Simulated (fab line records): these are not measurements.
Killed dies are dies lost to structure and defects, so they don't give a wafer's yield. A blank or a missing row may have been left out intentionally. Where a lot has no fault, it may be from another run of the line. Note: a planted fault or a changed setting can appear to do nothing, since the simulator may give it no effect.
The tool behind it: which one? | flow sky130 | 12 lots, 33 wafers sampled, at 6 steps of a route of 708

== WHAT THE GAUGES READ, wafer by wafer ==
SKY_FIELD_ISO_THK_MEAS_04.
lot  | measured    | on            | FIELD_ISO_CVD_03_THK (nm)
L633 | day 1 19:38 | film-metro-01 | 168.8 168.7 167.8
L638 | day 3 03:33 | film-metro-04 | 164.5 164.7
L639 | day 3 05:20 | film-metro-01 | 163.7 162.8
L640 | day 3 11:46 | film-metro-04 | 163.6 164.9 166.0
L641 | day 3 11:46 | film-metro-01 | 164.6 165.0
L644 | day 4 07:36 | film-metro-03 | 165.6 166.3 163.9
L648 | day 5 01:13 | film-metro-04 | 166.7 166.6 167.0
L649 | day 5 05:16 | film-metro-03 | 166.1 165.0 166.9
L650 | day 5 08:37 | film-metro-03 | 168.6 167.6 168.2
L651 | day 5 12:49 | film-metro-04 | 167.8 166.2 166.1
L653 | day 5 22:53 | film-metro-03 | 169.7 168.6 169.2
L654 | day 6 05:32 | film-metro-01 | 167.6 166.3 167.2

SKY_VT_ADJUST_HVTP_CD_MEAS_07 targets a cd of 380 nm.
lot  | measured     | on        | cd-nm (nm)
L633 | day 7 00:57  | cd-sem-02 | 379.8 379.6 381.4
L638 | day 8 19:17  | cd-sem-01 | 382.8 380.5
L639 | day 8 19:21  | cd-sem-02 | 376.6 379.5
L640 | day 9 03:43  | cd-sem-02 | 385.5 384.1 382.7
L641 | day 9 01:53  | cd-sem-01 | 382.7 382.2
L644 | day 9 14:38  | cd-sem-02 | 377.9 381.1 380.4
L648 | day 10 08:49 | cd-sem-01 | 383.1 383.6 383.2
L649 | day 10 19:14 | cd-sem-02 | 379.7 380.4 379.9
L650 | day 11 01:08 | cd-sem-02 | 377.3 378.8 378.8
L651 | day 11 04:30 | cd-sem-01 | 375.6 376.9 379.1
L653 | day 11 13:50 | cd-sem-02 | 382.2 385.4 384.2
L654 | day 11 22:15 | cd-sem-01 | 380.5 380.5 379.4

SKY_CONTACT_RS_MEAS_25: measurement is done with a four-point probe.
lot  | measured     | on            | CONTACT_W_RS (ohm/sq)
L633 | day 32 21:33 | film-metro-01 | 0.338 0.335 0.341
L638 | day 34 23:52 | film-metro-03 | 0.334 0.179
L639 | day 35 02:59 | film-metro-04 | 0.335 0.180
L640 | day 35 12:26 | film-metro-04 | 0.336 0.332 0.337
L641 | day 35 10:24 | film-metro-04 | 0.180 0.340
L644 | day 36 22:50 | film-metro-01 | 0.336 0.333 0.332
L648 | day 37 02:53 | film-metro-04 | 0.336 0.336 0.330
L649 | day 37 13:35 | film-metro-03 | 0.328 0.333 0.331
L650 | day 37 15:06 | film-metro-01 | 0.336 0.345 0.334
L651 | day 37 16:41 | film-metro-04 | 0.339 0.338 0.339
L653 | day 38 13:02 | film-metro-01 | 0.334 0.336 0.331
L654 | day 38 17:36 | film-metro-01 | 0.339 0.335 0.336

SKY_CONTACT_THK_MEAS_26: measures by xrf.
lot  | measured     | on            | CONTACT_W_THK (nm)
L633 | day 32 21:40 | film-metro-01 | 352 354 344
L638 | day 34 23:59 | film-metro-03 | 352 -
L639 | day 35 03:07 | film-metro-04 | 355 -
L640 | day 35 12:32 | film-metro-04 | 353 355 352
L641 | day 35 10:30 | film-metro-04 | - 347
L644 | day 36 22:58 | film-metro-01 | 348 351 351
L648 | day 37 02:59 | film-metro-04 | 352 353 355
L649 | day 37 13:41 | film-metro-03 | 358 354 354
L650 | day 37 15:13 | film-metro-01 | 349 342 351
L651 | day 37 16:49 | film-metro-04 | 347 350 349
L653 | day 38 13:10 | film-metro-01 | 351 349 357
L654 | day 38 17:43 | film-metro-01 | 345 352 350

== WHICH TOOL RAN EACH LOT (tool, then ch and the chambers of the sampled wafers, then the start) ==
lot  | SKY_FIELD_ISO_STRIP_16              | SKY_CONTACT_CVD_24
L633 | plasma-asher-03 ch 0,1, day 2 08:19 | cvd-w-01 ch 0,1, day 32 21:26
L638 | plasma-asher-02 ch 0, day 3 18:13   | cvd-w-01 ch 0,1, day 34 23:45
L639 | plasma-asher-04 ch 0,1, day 3 20:43 | cvd-w-01 ch 0, day 35 02:53
L640 | plasma-asher-02 ch 0,1, day 4 03:25 | cvd-w-02 ch 0,1, day 35 12:18
L641 | plasma-asher-04 ch 0, day 4 03:48   | cvd-w-01 ch 0,1, day 35 10:17
L644 | plasma-asher-03 ch 0,1, day 4 23:28 | cvd-w-02 ch 0,1, day 36 22:44
L648 | plasma-asher-04 ch 0,1, day 5 19:01 | cvd-w-02 ch 0,1, day 37 02:45
L649 | plasma-asher-02 ch 0,1, day 5 23:58 | cvd-w-02 ch 0,1, day 37 13:29
L650 | plasma-asher-04 ch 0,1, day 6 03:16 | cvd-w-02 ch 0,1, day 37 14:59
L651 | plasma-asher-03 ch 1, day 6 07:40   | cvd-w-02 ch 0,1, day 37 16:35
L653 | plasma-asher-04 ch 1, day 6 17:40   | cvd-w-02 ch 0, day 38 12:56
L654 | plasma-asher-02 ch 0,1, day 7 00:52 | cvd-w-02 ch 0,1, day 38 17:29
- SKY_FIELD_ISO_STRIP_16: strips in O2/N2.
- SKY_CONTACT_CVD_24: deposits W, target thk 340 nm, time 102.12 s.

== WHAT THE TOOLS THEMSELVES READ (means of the sampled wafers that have a number; where no wafer has one, the mark that the record gives instead) ==
SKY_FIELD_ISO_STRIP_16.
lot  | tool            | drypump-motor-current-A (A) | oes-product-au (a.u.) | strip-time-to-endpoint-s (s)
L633 | plasma-asher-03 | 6.0                         | 0.377                 | 3.526
L638 | plasma-asher-02 | 4.8                         | 0.382                 | 3.567
L639 | plasma-asher-04 | 5.6                         | 0.376                 | 3.559
L640 | plasma-asher-02 | 5.5                         | 0.382                 | 3.577
L641 | plasma-asher-04 | 5.2                         | 0.378                 | 3.534
L644 | plasma-asher-03 | 5.8                         | 0.374                 | 3.543
L648 | plasma-asher-04 | 5.5                         | 0.377                 | 3.507
L649 | plasma-asher-02 | 5.5                         | 0.377                 | 3.525
L650 | plasma-asher-04 | 5.7                         | 0.377                 | 3.580
L651 | plasma-asher-03 | 5.6                         | 0.383                 | 3.507
L653 | plasma-asher-04 | 6.0                         | 0.378                 | 3.541
L654 | plasma-asher-02 | 5.5                         | 0.376                 | 3.525

SKY_CONTACT_CVD_24.
lot  | tool     | heater-power-w (W)
L633 | cvd-w-01 | 801
L638 | cvd-w-01 | 825
L639 | cvd-w-01 | 760
L640 | cvd-w-02 | 899
L641 | cvd-w-01 | 833
L644 | cvd-w-02 | 890
L648 | cvd-w-02 | 892
L649 | cvd-w-02 | 894
L650 | cvd-w-02 | 907
L651 | cvd-w-02 | 885
L653 | cvd-w-02 | 922
L654 | cvd-w-02 | 878

== THE ANSWER, worked out from the rows above alone ==
Rule: the lots themselves supply what counts as usual. Put in order of their means at a reading, lots are off if they are a third of the lots or fewer, leave a main group of 4 or more, and stand apart from it by a gap of 3 or more times the standard deviation of the main group's means; of several such gaps the widest counts. Not used: any main group whose means are identical at the precision the tables above print for the reading. Also off: a lot with no number at a reading for which 4 or more lots have one. The other lots that the step has rows for count as sound. The gauges are gone through in route order, then the tools' own readings, and for those a lot's mean is taken as printed above. The first step at which some lot is off is used, and at that step the reading that is off furthest; a lot without a number counts as furthest.
Off: L638, L639, L641, seen at SKY_CONTACT_RS_MEAS_25 (CONTACT_W_RS). Main group: mean 0.335 ohm/sq, sd 0.0025.
A tool fits if, at a process step before that reading, it ran every lot that is off, and no sound lot after the first of them. Not tried: the gauges at SKY_CONTACT_RS_MEAS_25; whatever is off there is also off at SKY_CONTACT_CVD_24, on other tools, and gauge error can't account for it. One candidate fits, namely cvd-w-01 at SKY_CONTACT_CVD_24. A fault onset in the window from L633 (day 32 21:26, its last sound lot) to L638 (day 34 23:45, its first lot off) fits.

== WHAT THE SIMULATOR PUT IN ==
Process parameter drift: cvd-w-01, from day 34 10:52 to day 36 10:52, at SKY_CONTACT_CVD_24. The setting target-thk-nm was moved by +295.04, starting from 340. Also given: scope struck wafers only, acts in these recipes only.
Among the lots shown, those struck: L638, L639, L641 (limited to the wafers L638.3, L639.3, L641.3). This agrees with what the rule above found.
